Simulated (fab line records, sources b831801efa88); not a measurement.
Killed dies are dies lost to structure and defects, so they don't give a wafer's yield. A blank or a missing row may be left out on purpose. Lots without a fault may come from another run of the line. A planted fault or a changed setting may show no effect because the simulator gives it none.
fab line records | flow sky130
record lots=6 wafers=18 last_day=50
route steps=708 shown VT_ADJUST_LVTN@104 VT_ADJUST_NCORE@119 PAD_OPEN@708
lots that met no fault: from a run of the same line without faults
start_h: hours from the record's first day to the start of the lot's first wafer shown | wait_h: hours since the lot's step before | " the same as in the row above | L1.1+2: a row that stands for several wafers | - no value, or no start given | * or withheld: withheld | < > ~ a bound
route shown NAME@n: a module of which the file shows steps, and the number in the route of the first | usual: mean/standard deviation of fault-free wafers | same: alike in all rows | chamber/n: place in a boat | sites: the reading at each site | _std_site: their standard deviation | _edge_site: outer sites' mean less inner sites' | radius_mm: how far each site lies from the wafer's centre | mask NAME#n: copy n | behind: the tool/chamber that last shaped the wafer | hold: why the lot was held/for how many hours/how that ended | device: the transistor (n, p or np) that didn't switch | end of line: the same wafers' tests at the end of the route | a step without rows: its recipe alone | killed: dies lost to structure and defects at the first sort, not the wafer's yield | map: a wafer's dies, x killed, . not, _ none there
set.NAME: the setting as run; set.NAME@STEP: as run at that earlier step | model.NAME: the simulator's own value behind a step, which no gauge read
lots at some steps of the route; a table a step, a row a wafer
services: from which hour (start_h, from the record's first day; less than 0 if before it) a tool's chamber was out of use, for how many hours, and why
## steps
# step SKY_VT_ADJUST_LVTN_OVL_MEAS_07
# usual VT_ADJUST_LVTN_OVL=0.3/1.3
# columns lot.wafer tool chamber start_h wait_h VT_ADJUST_LVTN_OVL[nm]
L239.2 overlay-02 - 179.48 - -1.4
L239.3 " - " " -0.2
L239.6 " - " " 0.0
L241.3 overlay-01 - 193.29 - -0.3
L241.5 " - " " 0.5
L241.6 " - " " -0.8
L245.4 overlay-01 - 219.04 - -1.0
L245.5 " - " " -0.5
L245.6 " - " " 0.3
L246.1 overlay-01 - 224.53 - 2.7
L246.3 " - " " 1.5
L246.5 " - " " 2.6
L252.3 overlay-02 - 269.05 - -2.0
L252.5 " - " " -1.3
L252.6 " - " " -2.1
L256.1 overlay-01 - 292.88 - 2.0
L256.3 " - " " 1.9
L256.4 " - " " -0.3
# step SKY_VT_ADJUST_LVTN_IMPLANT_08
# recipe species=B energy_kev=30 dose_cm2=1.57e+12 tilt_deg=withheld
# step SKY_VT_ADJUST_LVTN_STRIP_09
# recipe chemistry=O2/N2 power_w=1400 pressure_mtorr=1500 platen_temp_c=withheld o2_flow_sccm=3000 n2_flow_sccm=300 overash_fraction=0.5
# usual drypump_motor_current_A=5.82/0.27 n2_flow_sccm=300.2/0.95 oes_product_au=0.723/0.0044 strip_time_to_endpoint_s=36.98/0.079
# columns lot.wafer tool chamber start_h wait_h drypump_motor_current_A n2_flow_sccm oes_product_au rf_hours_counter_h strip_time_to_endpoint_s
L239.2 plasma_asher-03 0 179.66 0.1 5.54 299.4 0.718 7 37.07
L239.3 " 0 " " 5.53 299.8 0.728 - 37.12
L239.6 " 1 " " 5.59 300.0 0.724 - 37.13
L241.3 plasma_asher-04 1 193.50 0.1 6.08 300.0 0.721 - 36.98
L241.5 " 1 " " 6.08 299.4 0.726 - 37.04
L241.6 " 0 " " 6.22 299.8 0.719 - 37.01
L245.4 plasma_asher-02 1 219.24 0.1 5.71 299.9 0.722 - 37.05
L245.5 " 0 " " 6.09 301.2 0.725 - 37.03
L245.6 " 1 " " 5.75 301.3 0.725 - 36.97
L246.1 plasma_asher-04 1 224.71 0.1 6.08 301.4 0.722 38 36.97
L246.3 " 0 " " 6.21 300.5 0.720 - 36.91
L246.5 " 1 " " 6.09 300.5 0.713 - 36.98
L252.3 plasma_asher-04 0 269.26 0.1 6.22 299.0 0.722 - 36.95
L252.5 " 1 " " 6.08 300.3 0.721 - 36.91
L252.6 " 0 " " 6.22 300.6 0.735 - 36.89
L256.1 plasma_asher-03 0 293.07 0.1 5.56 297.7 0.724 18 37.08
L256.3 " 1 " " 5.61 299.8 0.723 - 37.03
L256.4 " 0 " " 5.53 300.1 0.726 - 37.06
# step SKY_VT_ADJUST_LVTN_TW_MEAS_10
# usual VT_ADJUST_LVTN_TW=241.7/2
# columns lot.wafer tool chamber start_h wait_h VT_ADJUST_LVTN_TW
L239.2 film_metro-03 - 179.77 0.1 243.2
L239.3 " - " " 242.3
L239.6 " - " " 245.1
L241.3 film_metro-01 - 193.59 0.1 237.2
L241.5 " - " " 239.7
L241.6 " - " " 237.7
L245.4 film_metro-03 - 219.34 0.1 244.3
L245.5 " - " " 243.6
L245.6 " - " " 243.9
L246.1 film_metro-03 - 224.81 0.1 244.0
L246.3 " - " " 243.8
L246.5 " - " " 244.3
L252.3 film_metro-03 - 269.34 0.1 242.6
L252.5 " - " " 242.4
L252.6 " - " " 242.5
L256.1 film_metro-04 - 293.17 0.1 243.0
L256.3 " - " " 243.1
L256.4 " - " " 243.8
# step SKY_VT_ADJUST_LVTN_DEHYDRATE_11
# recipe temp_c=200 time_s=60
# step SKY_VT_ADJUST_LVTN_HMDS_12
# recipe prime_time_s=60 prime_temp_c=120
# step SKY_VT_ADJUST_LVTN_COAT_13
# recipe resist=NOVOLAK spin_rpm=3000 resist_thk_nm=1140
# step SKY_VT_ADJUST_LVTN_SOFTBAKE_14
# recipe temp_c=90 time_s=60 resist=NOVOLAK
# step SKY_VT_ADJUST_LVTN_EXPOSE_15
# recipe mask_id=HVN_STD_DERIVED na=0.6 source_shape=conventional sigma_outer=0.6 polarization=unpolarized target_cd_nm=600 dose_mj=163
# step SKY_VT_ADJUST_LVTN_PEB_16
# recipe temp_c=withheld time_s=* resist=NOVOLAK
# step SKY_VT_ADJUST_LVTN_DEVELOP_17
# recipe resist=NOVOLAK developer=TMAH develop_time_s=60 dev_temp_c=23
# step SKY_VT_ADJUST_LVTN_OVL_MEAS_18
# usual VT_ADJUST_LVTN_01_OVL=0.4/1.7
# columns lot.wafer tool chamber start_h wait_h VT_ADJUST_LVTN_01_OVL[nm]
L239.2 overlay-02 - 200.74 0.1 -0.2
L239.3 " - " " 0.6
L239.6 " - " " 1.9
L241.3 overlay-01 - 215.29 0.1 1.7
L241.5 " - " " 1.6
L241.6 " - " " -0.2
L245.4 overlay-02 - 240.99 0.1 -2.4
L245.5 " - " " -3.6
L245.6 " - " " -4.0
L246.1 overlay-01 - 245.78 0.1 0.2
L246.3 " - " " -1.0
L246.5 " - " " -1.1
L252.3 overlay-02 - 294.49 0.1 -5.2
L252.5 " - " " -1.4
L252.6 " - " " -0.8
L256.1 overlay-01 - 318.03 0.1 2.2
L256.3 " - " " 0.2
L256.4 " - " " 1.2
# step SKY_VT_ADJUST_LVTN_IMPLANT_19
# recipe species=B energy_kev=30 dose_cm2=6.5e+11 tilt_deg=withheld
# usual dose_ions_cm2=6.499e+11/6.7e+08 end_station_pressure_torr=5e-06/2.6e-07 faraday_current_uA=3.67/0.079
# same implant_ion_amu=11
# columns lot.wafer tool chamber start_h wait_h dose_ions_cm2 end_station_pressure_torr faraday_current_uA
L239.2 implanter-01 0 200.79 0.0 6.502e+11 4.81e-06 3.58
L239.3 " 0 " " 6.492e+11 5.03e-06 3.63
L239.6 " 0 " " 6.497e+11 4.88e-06 3.65
L241.3 implanter-02 0 215.37 0.1 6.495e+11 5.13e-06 3.52
L241.5 " 0 " " 6.499e+11 4.7e-06 3.61
L241.6 " 0 " " 6.491e+11 4.24e-06 3.67
L245.4 implanter-01 0 241.09 0.1 1.2025e+12 5.06e-06 7.07
L245.5 " 0 " " 1.2022e+12 4.74e-06 6.99
L245.6 " 0 " " 1.2014e+12 4.9e-06 6.82
L246.1 implanter-01 0 245.82 0.0 1.2014e+12 5.25e-06 6.77
L246.3 " 0 " " 1.2023e+12 4.83e-06 6.63
L246.5 " 0 " " 1.2015e+12 4.78e-06 6.72
L252.3 implanter-02 0 294.56 0.1 6.507e+11 5.1e-06 3.72
L252.5 " 0 " " 6.497e+11 4.76e-06 3.62
L252.6 " 0 " " 6.511e+11 4.87e-06 3.64
L256.1 implanter-03 0 318.07 0.0 6.491e+11 4.91e-06 3.78
L256.3 " 0 " " 6.494e+11 4.77e-06 3.68
L256.4 " 0 " " 6.497e+11 5e-06 3.59
# step SKY_VT_ADJUST_LVTN_STRIP_20
# recipe chemistry=O2/N2 power_w=1400 pressure_mtorr=1500 platen_temp_c=withheld o2_flow_sccm=3000 n2_flow_sccm=300 overash_fraction=0.5
# usual drypump_motor_current_A=5.88/0.26 n2_flow_sccm=300.0/0.86 oes_product_au=0.716/0.0048 strip_time_to_endpoint_s=14.21/0.033
# columns lot.wafer tool chamber start_h wait_h drypump_motor_current_A n2_flow_sccm oes_product_au rf_hours_counter_h strip_time_to_endpoint_s
L239.2 plasma_asher-02 0 200.92 0.1 6.09 299.8 0.717 54 14.23
L239.3 " 0 " " 6.07 299.6 0.709 - 14.24
L239.6 " 1 " " 5.69 300.8 0.718 - 14.28
L241.3 plasma_asher-02 0 215.50 0.1 6.04 300.8 0.717 - 14.19
L241.5 " 1 " " 5.68 300.3 0.724 - 14.19
L241.6 " 0 " " 6.07 299.4 0.710 - 14.25
L245.4 plasma_asher-02 1 241.19 0.1 5.71 299.4 0.708 - 14.26
L245.5 " 1 " " 5.69 299.3 0.720 - 14.22
L245.6 " 0 " " 6.07 299.8 0.712 - 14.21
L246.1 plasma_asher-02 1 245.97 0.1 5.68 299.3 0.714 58 14.20
L246.3 " 1 " " 5.68 299.6 0.716 - 14.25
L246.5 " 1 " " 5.73 299.1 0.709 - 14.20
L252.3 plasma_asher-02 1 294.69 0.1 5.66 300.4 0.715 - 14.15
L252.5 " 1 " " 5.69 299.7 0.716 - 14.18
L252.6 " 0 " " 6.10 300.4 0.707 - 14.15
L256.1 plasma_asher-02 1 318.22 0.1 5.74 300.6 0.713 66 14.14
L256.3 " 0 " " 6.09 300.3 0.714 - 14.21
L256.4 " 1 " " 5.73 301.3 0.722 - 14.20
# step SKY_VT_ADJUST_LVTN_TW_MEAS_21
# usual VT_ADJUST_LVTN_2_TW=187.4/2
# columns lot.wafer tool chamber start_h wait_h VT_ADJUST_LVTN_2_TW
L239.2 film_metro-01 - 201.03 0.1 185.7
L239.3 " - " " 186.0
L239.6 " - " " 185.5
L241.3 film_metro-03 - 215.59 0.1 189.1
L241.5 " - " " 188.9
L241.6 " - " " 188.8
L245.4 film_metro-03 - 241.29 0.1 223.7
L245.5 " - " " 224.5
L245.6 " - " " 224.6
L246.1 film_metro-01 - 246.07 0.1 219.2
L246.3 " - " " 221.1
L246.5 " - " " 220.7
L252.3 film_metro-04 - 294.78 0.1 188.8
L252.5 " - " " 188.5
L252.6 " - " " 189.3
L256.1 film_metro-03 - 318.32 0.1 189.7
L256.3 " - " " 189.7
L256.4 " - " " 190.5
# step SKY_VT_ADJUST_NCORE_DEHYDRATE_00
# recipe temp_c=200 time_s=60
# step SKY_PAD_OPEN_PROBE_99
# usual killed_at_M0_to_M3=44/7.2 killed_at_M4_up=3.5/1.8 killed_at_contacts=25/5.1 killed_at_front_end=14/4.4 killed_at_other=0.4/0.58 killed_dies=87/9.1 killed_open=48/6.9 killed_short=38/6.3
# same gross_dies=492 killed_at_back_side=0
# columns lot.wafer tool chamber start_h wait_h killed_at_M0_to_M3 killed_at_M4_up killed_at_contacts killed_at_front_end killed_at_other killed_dies killed_open killed_short model.etest.pfet_16v.r_on_ohm_um model.etest.nfet_16v.r_on_ohm_um model.etest.res_pwell_under_gate.rs_ohm_sq model.etest.nfet_g5v0d10v5.r_on_ohm_um model.etest.tip_n_5v.rs_ohm_sq model.etest.nfet_g5v0d10v5.drive_ua_um model.etest.nfet_16v.drive_ua_um model.etest.pfet_16v.drive_ua_um
L239.2 prober-02 - 1111.49 0.1 50 3 28 21 0 102 56 46 1.524e+04 1.401e+04 2260 1872 1403 610.1 223.2 246.3
L239.3 prober-02 - 1111.54 0.2 54 2 25 10 0 91 49 42 1.537e+04 1.411e+04 2292 1892 1401 608 222 242.2
L239.6 prober-02 - 1111.69 0.2 51 3 22 11 1 88 47 40 1.521e+04 1.399e+04 2269 1878 1407 615.6 226.7 244.6
L241.3 prober-02 - 1124.80 0.2 35 3 28 15 0 81 53 28 1.522e+04 1.382e+04 2303 1910 1395 603.3 223.5 244.1
L241.5 prober-02 - 1124.90 0.2 44 2 21 16 0 83 37 46 1.551e+04 1.392e+04 2277 1896 1399 607.2 224.4 242.6
L241.6 prober-02 - 1124.95 0.2 49 6 30 11 0 96 45 51 1.552e+04 1.391e+04 2295 1908 1392 600.5 223.8 241.5
L245.4 prober-01 - 1147.21 0.2 39 2 32 21 0 94 55 39 1.47e+04 1.451e+04 2182 1974 1462 565 205.7 258.4
L245.5 prober-01 - 1147.26 0.2 33 2 22 19 2 78 42 36 1.49e+04 1.446e+04 2185 1949 1452 570.5 208.3 255.9
L245.6 prober-01 - 1147.31 0.2 42 3 19 13 0 77 40 36 1.477e+04 1.445e+04 2178 1952 1457 570.5 206.7 253.6
L246.1 prober-02 - 1150.80 0.1 38 1 18 12 0 69 38 31 1.445e+04 1.418e+04 2182 1909 1409 582.8 212.8 258
L246.3 prober-02 - 1150.90 0.2 45 3 20 19 0 87 55 31 1.443e+04 1.415e+04 2203 1908 1421 582 214.6 256.2
L246.5 prober-02 - 1151.00 0.2 46 1 15 12 0 74 50 24 1.447e+04 1.404e+04 2194 1900 1402 590.3 215.6 260.2
L252.3 prober-02 - 1185.96 0.2 47 0 21 12 0 80 50 30 1.541e+04 1.416e+04 2310 1896 1409 603.8 221.1 245.6
L252.5 prober-02 - 1186.06 0.2 41 2 29 20 0 92 49 43 1.524e+04 1.402e+04 2313 1851 1411 608.3 224.5 250.5
L252.6 prober-02 - 1186.11 0.2 39 2 19 17 1 78 39 38 1.548e+04 1.401e+04 2308 1855 1414 611.3 220.9 244
L256.1 prober-02 - 1200.66 0.1 55 3 26 19 0 103 58 45 1.507e+04 1.401e+04 2296 1886 1375 605.7 223.3 244.5
L256.3 prober-02 - 1200.76 0.2 37 6 32 20 0 95 60 35 1.506e+04 1.415e+04 2292 1902 1376 604.1 222 243.7
L256.4 prober-02 - 1200.81 0.2 53 3 23 11 0 90 52 38 1.533e+04 1.404e+04 2313 1890 1370 608.7 224.1 240.8
# killed by level:class
L239.2 CONTACT:geometric_particle:open=11 VIA1:geometric_particle:open=10 FIELD_ISO:geometric_particle:open=9 VIA3:geometric_particle:open=7 POLY_GATE:geometric_particle:open=7 METAL2:geometric_particle:short=7 METAL1:geometric_particle:short=7 CONTACT:geometric_particle:short=6
L239.3 CONTACT:geometric_particle:open=9 METAL1:geometric_particle:short=9 LI_CONTACT:geometric_particle:open=8 VIA3:geometric_particle:open=8 VIA1:geometric_particle:open=8 VIA2:geometric_particle:open=6 FIELD_ISO:geometric_particle:short=5 CONTACT:geometric_particle:short=5
L239.6 VIA1:geometric_particle:open=14 CONTACT:geometric_particle:open=11 VIA1:geometric_particle:short=9 VIA2:geometric_particle:short=6 METAL1:geometric_particle:short=5 VIA3:geometric_particle:open=4 VIA2:geometric_particle:open=4 LI_CONTACT:geometric_particle:short=3
L241.3 CONTACT:geometric_particle:open=14 LI_CONTACT:geometric_particle:open=8 VIA1:geometric_particle:open=6 VIA2:geometric_particle:open=6 VIA1:geometric_particle:short=5 POLY_GATE:geometric_particle:short=4 POLY_GATE:geometric_particle:open=4 LOCAL_INTERCONNECT:geometric_particle:short=4
L241.5 CONTACT:geometric_particle:open=8 FIELD_ISO:geometric_particle:open=6 VIA1:geometric_particle:open=6 VIA2:geometric_particle:open=6 VIA2:geometric_particle:short=6 POLY_GATE:geometric_particle:short=5 LOCAL_INTERCONNECT:geometric_particle:short=5 VIA3:geometric_particle:short=5
L241.6 CONTACT:geometric_particle:open=11 VIA1:geometric_particle:open=9 VIA2:geometric_particle:open=8 VIA1:geometric_particle:short=7 METAL1:geometric_particle:short=6 VIA3:geometric_particle:open=6 METAL4:geometric_particle:short=6 LOCAL_INTERCONNECT:geometric_particle:short=5
L245.4 CONTACT:geometric_particle:open=13 VIA1:geometric_particle:open=11 LI_CONTACT:geometric_particle:open=9 METAL1:geometric_particle:short=9 FIELD_ISO:geometric_particle:short=8 POLY_GATE:geometric_particle:open=6 CONTACT:geometric_particle:short=6 VIA2:geometric_particle:open=5
L245.5 LI_CONTACT:geometric_particle:open=8 METAL2:geometric_particle:short=7 VIA2:geometric_particle:open=7 FIELD_ISO:geometric_particle:open=6 CONTACT:geometric_particle:open=6 POLY_GATE:geometric_particle:short=5 CONTACT:geometric_particle:short=5 METAL1:geometric_particle:short=5
L245.6 VIA1:geometric_particle:open=9 LI_CONTACT:geometric_particle:open=8 METAL1:geometric_particle:short=8 METAL2:geometric_particle:short=8 VIA2:geometric_particle:open=7 FIELD_ISO:geometric_particle:open=3 POLY_GATE:geometric_particle:open=3 POLY_GATE:geometric_particle:short=3
L246.1 CONTACT:geometric_particle:open=10 METAL2:geometric_particle:short=7 VIA1:geometric_particle:open=7 FIELD_ISO:geometric_particle:short=5 LI_CONTACT:geometric_particle:open=5 VIA1:geometric_particle:short=5 FIELD_ISO:geometric_particle:open=4 METAL1:geometric_particle:short=4
L246.3 VIA1:geometric_particle:open=10 CONTACT:geometric_particle:open=10 VIA3:geometric_particle:open=9 FIELD_ISO:geometric_particle:short=7 VIA2:geometric_particle:open=7 METAL2:geometric_particle:short=6 FIELD_ISO:geometric_particle:open=5 LI_CONTACT:geometric_particle:open=4
L246.5 VIA1:geometric_particle:open=12 CONTACT:geometric_particle:open=8 VIA2:geometric_particle:open=6 LI_CONTACT:geometric_particle:open=5 VIA3:geometric_particle:short=5 POLY_GATE:geometric_particle:open=4 METAL1:geometric_particle:short=4 VIA2:geometric_particle:short=4
L252.3 CONTACT:geometric_particle:open=9 VIA1:geometric_particle:open=9 VIA2:geometric_particle:open=7 VIA3:geometric_particle:open=6 METAL2:geometric_particle:short=6 CONTACT:geometric_particle:short=5 POLY_GATE:geometric_particle:open=4 METAL1:geometric_particle:short=4
L252.5 VIA2:geometric_particle:open=11 CONTACT:geometric_particle:open=7 LI_CONTACT:geometric_particle:open=7 CONTACT:geometric_particle:short=7 VIA1:geometric_particle:short=7 FIELD_ISO:geometric_particle:open=6 FIELD_ISO:geometric_particle:short=5 LOCAL_INTERCONNECT:geometric_particle:short=5
L252.6 VIA1:geometric_particle:open=13 FIELD_ISO:geometric_particle:short=7 VIA2:geometric_particle:open=7 POLY_GATE:geometric_particle:short=6 CONTACT:geometric_particle:open=6 METAL2:geometric_particle:short=5 LI_CONTACT:geometric_particle:open=5 METAL1:geometric_particle:short=4
L256.1 VIA1:geometric_particle:open=21 CONTACT:geometric_particle:open=9 CONTACT:geometric_particle:short=9 VIA2:geometric_particle:open=8 METAL2:geometric_particle:short=8 POLY_GATE:geometric_particle:short=7 VIA3:geometric_particle:open=6 POLY_GATE:geometric_particle:open=5
L256.3 VIA1:geometric_particle:open=12 CONTACT:geometric_particle:open=12 LI_CONTACT:geometric_particle:open=9 FIELD_ISO:geometric_particle:open=8 VIA2:geometric_particle:open=5 FIELD_ISO:geometric_particle:short=4 POLY_GATE:geometric_particle:open=4 VIA1:geometric_particle:short=4
L256.4 VIA1:geometric_particle:open=16 VIA2:geometric_particle:open=8 VIA3:geometric_particle:open=8 CONTACT:geometric_particle:short=6 CONTACT:geometric_particle:open=6 LI_CONTACT:geometric_particle:open=5 METAL2:geometric_particle:short=5 VIA2:geometric_particle:short=5
## services
# columns tool chamber start_h hours kind
implanter-03 - 181.42 1.2 repair
implanter-01 - 188.64 3.9 repair
implanter-02 - 217.56 1.2 repair
implanter-03 - 229.94 3.2 pm
implanter-02 - 235.26 0.9 repair
## key
first_sign step=SKY_VT_ADJUST_LVTN_IMPLANT_19 reading=dose_ions_cm2 direction=up sigmas=99+ usual=* struck=*
effect step=SKY_VT_ADJUST_LVTN_IMPLANT_19 reading=faraday_current_uA direction=up sigmas=40 usual=3.67 struck=6.83
effect step=SKY_VT_ADJUST_LVTN_TW_MEAS_21 reading=VT_ADJUST_LVTN_2_TW direction=up sigmas=18 usual=187.4 struck=222.3
model_effect step=SKY_PAD_OPEN_PROBE_99 value=etest.pfet_16v.r_on_ohm_um without=1.501e+04 struck=1.462e+04
met_at SKY_VT_ADJUST_LVTN_IMPLANT_19
struck_wafers L245.4,L245.5,L245.6,L246.1,L246.3,L246.5
tester_left_out L245,L246
onset_between 200.79 241.09
fault kind=process_parameter_drift tool=implanter-01 chamber=- onset_h=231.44 steps=SKY_VT_ADJUST_LVTN_IMPLANT_19 channel=dose_cm2 offset=* shape=step end_h=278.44 acts_in=* stated=*
# tester_left_out: of these lots the tester's yield and bins aren't shown, on N5 and GAA mostly nor the transistor test; their killed dies are dies lost to structure and defects alone, not to doping, threshold or leakage, so they don't give the yield
